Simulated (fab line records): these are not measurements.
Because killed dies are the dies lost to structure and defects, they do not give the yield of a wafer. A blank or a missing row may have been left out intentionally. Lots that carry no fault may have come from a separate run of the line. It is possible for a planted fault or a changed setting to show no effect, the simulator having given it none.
fab line records -- flow sky130
[record] lots = 7, wafers = 21, last-day = 50
route steps=708 shown VT_ADJUST_HVTP@89 VT_ADJUST_LVTN@97
lots untouched by any fault: they come from a run of this same line in which no faults occurred
start-h: hours from the record's opening day to when the first of the lot's shown wafers began -- wait-h: how many hours have passed since the lot's step before this one -- " as in the row above -- L1.1+2: a row that stands for several wafers -- - value missing, or start not given -- * or withheld: withheld -- < > ~ a bound
route shown NAME@n: a module of which the file shows steps, and the number in the route of the first -- usual: the fault-free wafers' mean and standard deviation -- same: alike in all rows -- chamber/n: place in a boat -- sites: each site's reading -- _std_site: the standard deviation of these -- _edge_site: the outer-site mean with the inner-site mean subtracted -- radius-mm: how far each site lies from the wafer's centre -- mask NAME#n: copy n -- behind: the most recent tool/chamber to have shaped the wafer -- hold: cause of the lot's hold/its duration in hours/its outcome -- device: whichever transistor did not switch (one of n, p or np) -- end of line: the route-end tests of the same wafers -- step lacking rows: just its recipe -- killed: dies that structure and defects cost at the first sort, which is not the same as the wafer's yield -- map: the dies of a wafer, with x for killed, . for not killed, _ for no die there
set.NAME: the run value of the setting; set.NAME@STEP: its run value at that earlier step -- model.NAME: the simulator's own value behind a step, which no gauge read
lots at some steps of the route; a table a step, a row a wafer
services: the hour from which a tool's chamber was out of use, counted from the record's first day as start-h (under 0 if before that day), plus the number of hours and why
[[steps]]
[step SKY_VT_ADJUST_HVTP_EXPOSE_04]
[recipe] mask-id = HVTPM, na = 0.6, source-shape = conventional, sigma-outer = 0.6, polarization = unpolarized, target-cd-nm = 380, dose-mj = 140
[step SKY_VT_ADJUST_HVTP_PEB_05]
[recipe] temp-c = withheld, time-s = *, resist = NOVOLAK
[step SKY_VT_ADJUST_HVTP_DEVELOP_06]
[recipe] resist = NOVOLAK, developer = TMAH, develop-time-s = 60, dev-temp-c = 23
[step SKY_VT_ADJUST_HVTP_CD_MEAS_07]
[recipe] target-cd-nm = 380
[usual] cd-nm = 380.1/2.3
lot.wafer,tool,chamber,start-h,wait-h,cd-nm
L439.2,cd-sem-01,-,125.97,0.1,380.8
L439.4,cd-sem-01,-,125.97,0.1,378.0
L439.5,cd-sem-01,-,125.97,0.1,379.8
L446.1,cd-sem-02,-,172.67,0.1,378.8
L446.3,cd-sem-02,-,172.67,0.1,376.6
L446.6,cd-sem-02,-,172.67,0.1,378.5
L447.3,cd-sem-01,-,190.44,0.1,380.9
L447.5,cd-sem-01,-,190.44,0.1,382.9
L447.6,cd-sem-01,-,190.44,0.1,382.3
L452.1,cd-sem-01,-,205.05,0.1,378.6
L452.2,cd-sem-01,-,205.05,0.1,378.5
L452.3,cd-sem-01,-,205.05,0.1,380.5
L453.1,cd-sem-01,-,217.50,0.1,377.5
L453.2,cd-sem-01,-,217.50,0.1,378.7
L453.4,cd-sem-01,-,217.50,0.1,380.0
L454.1,cd-sem-01,-,217.80,0.1,377.7
L454.4,cd-sem-01,-,217.80,0.1,379.1
L454.6,cd-sem-01,-,217.80,0.1,376.4
L462.2,cd-sem-01,-,270.89,0.1,381.3
L462.3,cd-sem-01,-,270.89,0.1,379.2
L462.6,cd-sem-01,-,270.89,0.1,381.0
[step SKY_VT_ADJUST_HVTP_OVL_MEAS_08]
[usual] VT_ADJUST_HVTP_OVL = -0.5/1.6
lot.wafer,tool,chamber,start-h,wait-h,VT_ADJUST_HVTP_OVL[nm]
L439.2,overlay-01,-,126.08,0.1,-1.5
L439.4,overlay-01,-,126.08,0.1,-2.6
L439.5,overlay-01,-,126.08,0.1,0.3
L446.1,overlay-02,-,172.79,0.1,-0.4
L446.3,overlay-02,-,172.79,0.1,-0.3
L446.6,overlay-02,-,172.79,0.1,-0.7
L447.3,overlay-02,-,190.53,0.1,1.9
L447.5,overlay-02,-,190.53,0.1,2.2
L447.6,overlay-02,-,190.53,0.1,1.3
L452.1,overlay-02,-,205.17,0.1,-1.1
L452.2,overlay-02,-,205.17,0.1,1.7
L452.3,overlay-02,-,205.17,0.1,0.2
L453.1,overlay-02,-,217.62,0.1,-1.9
L453.2,overlay-02,-,217.62,0.1,-1.3
L453.4,overlay-02,-,217.62,0.1,-0.8
L454.1,overlay-02,-,217.92,0.1,0.9
L454.4,overlay-02,-,217.92,0.1,1.1
L454.6,overlay-02,-,217.92,0.1,0.6
L462.2,overlay-01,-,271.00,0.1,-0.4
L462.3,overlay-01,-,271.00,0.1,-1.3
L462.6,overlay-01,-,271.00,0.1,-2.0
[step SKY_VT_ADJUST_HVTP_IMPLANT_09]
[recipe] species = As, energy-kev = 150, dose-cm2 = 4.3e+12, tilt-deg = withheld
[step SKY_VT_ADJUST_HVTP_STRIP_10]
[recipe] chemistry = O2/N2, power-w = 1400, pressure-mtorr = 1500, platen-temp-c = withheld, o2-flow-sccm = 3000, n2-flow-sccm = 300, overash-fraction = 0.5
[usual] drypump-motor-current-A = 6.0/0.54, oes-product-au = 0.715/0.0046, strip-time-to-endpoint-s = 14.19/0.038
lot.wafer,tool,chamber,start-h,wait-h,drypump-motor-current-A,oes-product-au,rf-hours-counter-h,strip-time-to-endpoint-s
L439.2,plasma-asher-02,0,126.26,0.1,5.1,0.716,1,14.24
L439.4,plasma-asher-02,0,126.26,0.1,5.1,0.716,-,14.19
L439.5,plasma-asher-02,0,126.26,0.1,5.1,0.716,-,14.21
L446.1,plasma-asher-02,0,172.98,0.1,5.1,0.718,5,14.19
L446.3,plasma-asher-02,1,172.98,0.1,6.6,0.709,-,14.18
L446.6,plasma-asher-02,0,172.98,0.1,5.1,0.714,-,14.18
L447.3,plasma-asher-02,1,190.74,0.1,6.6,0.713,-,14.17
L447.5,plasma-asher-02,0,190.74,0.1,5.1,0.719,-,14.19
L447.6,plasma-asher-02,1,190.74,0.1,6.6,0.712,-,14.20
L452.1,plasma-asher-01,1,205.48,0.1,5.7,0.720,50,14.16
L452.2,plasma-asher-01,0,205.48,0.1,6.5,0.709,50,14.18
L452.3,plasma-asher-01,1,205.48,0.1,5.7,0.719,-,14.14
L453.1,plasma-asher-01,0,217.81,0.1,6.5,0.721,51,14.24
L453.2,plasma-asher-01,1,217.81,0.1,5.7,0.708,51,14.23
L453.4,plasma-asher-01,0,217.81,0.1,6.5,0.718,-,14.23
L454.1,plasma-asher-02,0,218.11,0.1,5.1,0.719,10,14.23
L454.4,plasma-asher-02,1,218.11,0.1,6.7,0.716,-,14.23
L454.6,plasma-asher-02,1,218.11,0.1,6.7,0.723,-,14.21
L462.2,plasma-asher-02,1,271.18,0.1,6.7,0.718,15,14.23
L462.3,plasma-asher-02,0,271.18,0.1,5.1,0.715,-,14.18
L462.6,plasma-asher-02,0,271.18,0.1,5.1,0.714,-,14.22
[step SKY_VT_ADJUST_HVTP_TW_MEAS_11]
[usual] VT_ADJUST_HVTP_TW = 1361/8.6
lot.wafer,tool,chamber,start-h,wait-h,VT_ADJUST_HVTP_TW
L439.2,film-metro-02,-,126.37,0.1,1349
L439.4,film-metro-02,-,126.37,0.1,1349
L439.5,film-metro-02,-,126.37,0.1,1350
L446.1,film-metro-02,-,173.08,0.1,1366
L446.3,film-metro-02,-,173.08,0.1,1360
L446.6,film-metro-02,-,173.08,0.1,1358
L447.3,film-metro-02,-,190.83,0.1,1354
L447.5,film-metro-02,-,190.83,0.1,1361
L447.6,film-metro-02,-,190.83,0.1,1360
L452.1,film-metro-02,-,205.58,0.1,1367
L452.2,film-metro-02,-,205.58,0.1,1374
L452.3,film-metro-02,-,205.58,0.1,1363
L453.1,film-metro-04,-,217.91,0.1,1362
L453.2,film-metro-04,-,217.91,0.1,1373
L453.4,film-metro-04,-,217.91,0.1,1363
L454.1,film-metro-02,-,218.21,0.1,1366
L454.4,film-metro-02,-,218.21,0.1,1363
L454.6,film-metro-02,-,218.21,0.1,1355
L462.2,film-metro-04,-,271.29,0.1,1368
L462.3,film-metro-04,-,271.29,0.1,1362
L462.6,film-metro-04,-,271.29,0.1,1363
[step SKY_VT_ADJUST_LVTN_DEHYDRATE_00]
[recipe] temp-c = 200, time-s = 60
[step SKY_VT_ADJUST_LVTN_HMDS_01]
[recipe] prime-time-s = 60, prime-temp-c = 120
[step SKY_VT_ADJUST_LVTN_COAT_02]
[recipe] spin-rpm = 2000, resist-thk-nm = 3000
[step SKY_VT_ADJUST_LVTN_SOFTBAKE_03]
[recipe] temp-c = 110, time-s = withheld
[step SKY_VT_ADJUST_LVTN_EXPOSE_04]
[recipe] mask-id = NWM_COMPLEMENT_LESS_NATIVE, na = 0.6, source-shape = conventional, sigma-outer = 0.6, polarization = unpolarized, target-cd-nm = 840, dose-mj = 194
[usual] exposure-dose-mJ-cm2 = 194.02/0.19, focus-offset-nm = 0.0/0.47, sigma-outer = 0.6/0
lot.wafer,tool,chamber,start-h,wait-h,mask,exposure-dose-mJ-cm2,focus-offset-nm,sigma-outer
L439.2,iline-stepper-01,0,135.67,-,NWM_COMPLEMENT_LESS_NATIVE#0,193.94,0.5,0.6
L439.4,iline-stepper-01,0,135.67,-,NWM_COMPLEMENT_LESS_NATIVE#0,194.02,0.2,0.6
L439.5,iline-stepper-01,0,135.67,-,NWM_COMPLEMENT_LESS_NATIVE#0,194.05,-0.5,0.6
L446.1,iline-stepper-01,0,183.95,-,NWM_COMPLEMENT_LESS_NATIVE#0,193.84,-0.8,0.6
L446.3,iline-stepper-01,0,183.95,-,NWM_COMPLEMENT_LESS_NATIVE#0,194.07,-0.2,0.6
L446.6,iline-stepper-01,0,183.95,-,NWM_COMPLEMENT_LESS_NATIVE#0,194.06,-0.1,0.6
L447.3,iline-stepper-02,0,200.81,-,NWM_COMPLEMENT_LESS_NATIVE#0,193.66,-0.1,0.6
L447.5,iline-stepper-02,0,200.81,-,NWM_COMPLEMENT_LESS_NATIVE#0,193.87,0.2,0.6
L447.6,iline-stepper-02,0,200.81,-,NWM_COMPLEMENT_LESS_NATIVE#0,193.58,0.1,0.6
L452.1,iline-stepper-01,-,217.20,-,NWM_COMPLEMENT_LESS_NATIVE#0,-,-,-
L452.2,iline-stepper-01,-,217.20,-,NWM_COMPLEMENT_LESS_NATIVE#0,-,-,-
L452.3,iline-stepper-01,-,217.20,-,NWM_COMPLEMENT_LESS_NATIVE#0,-,-,-
L453.1,iline-stepper-01,-,229.37,-,NWM_COMPLEMENT_LESS_NATIVE#0,-,-,-
L453.2,iline-stepper-01,-,229.37,-,NWM_COMPLEMENT_LESS_NATIVE#0,-,-,-
L453.4,iline-stepper-01,-,229.37,-,NWM_COMPLEMENT_LESS_NATIVE#0,-,-,-
L454.1,iline-stepper-01,-,229.68,-,NWM_COMPLEMENT_LESS_NATIVE#0,-,-,-
L454.4,iline-stepper-01,-,229.68,-,NWM_COMPLEMENT_LESS_NATIVE#0,-,-,-
L454.6,iline-stepper-01,-,229.68,-,NWM_COMPLEMENT_LESS_NATIVE#0,-,-,-
L462.2,iline-stepper-01,0,283.80,-,NWM_COMPLEMENT_LESS_NATIVE#0,193.96,-1.1,0.6
L462.3,iline-stepper-01,0,283.80,-,NWM_COMPLEMENT_LESS_NATIVE#0,194.07,-0.6,0.6
L462.6,iline-stepper-01,0,283.80,-,NWM_COMPLEMENT_LESS_NATIVE#0,194.06,-0.3,0.6
[step SKY_VT_ADJUST_LVTN_PEB_05]
[recipe] temp-c = 115, time-s = withheld
[[services]]
tool,chamber,start-h,hours,kind
plasma-asher-02,-,108.75,9.0,pm
plasma-asher-02,0,108.75,9.0,vent-cycle
plasma-asher-02,1,108.75,9.0,vent-cycle
plasma-asher-02,0,117.75,-,clean
plasma-asher-02,1,117.75,-,clean
iline-stepper-01,-,144.83,0.8,repair
iline-stepper-01,0,147.31,-,calibration
iline-stepper-01,-,166.07,0.6,repair
iline-stepper-02,-,203.89,1.7,pm
plasma-asher-02,-,219.84,0.4,repair
iline-stepper-02,-,254.39,0.8,repair
plasma-asher-01,-,267.08,24.0,pm
iline-stepper-01,-,270.68,1.7,pm
iline-stepper-02,-,274.67,4.5,repair
[[key]]
[first-sign] step = SKY_VT_ADJUST_LVTN_EXPOSE_04, reading = tool-record, direction = missing
effect none on later readings
met-at SKY_VT_ADJUST_LVTN_EXPOSE_04
struck-wafers L452.1,L452.2,L452.3,L453.1,L453.2,L453.4,L454.1,L454.4,L454.6
sort-left-out L452.1,L452.2,L452.3,L453.1,L453.2,L453.4,L454.1,L454.4,L454.6
tester-left-out L452,L453,L454
onset-between 183.95 217.20
[fault] kind = skipped-step-whole, tool = iline-stepper-01, chamber = -, onset-h = 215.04, steps = SKY_VT_ADJUST_LVTN_EXPOSE_04, scope = struck-lots-only
// tester-left-out: of these lots the tester's yield and bins aren't shown, on N5 and GAA mostly nor the transistor test; their killed dies are dies lost to structure and defects alone, not to doping, threshold or leakage, so they don't give the yield
// sort-left-out: the simulated sort isn't trusted on such a fault, so these wafers' sort isn't shown, and their yield isn't known
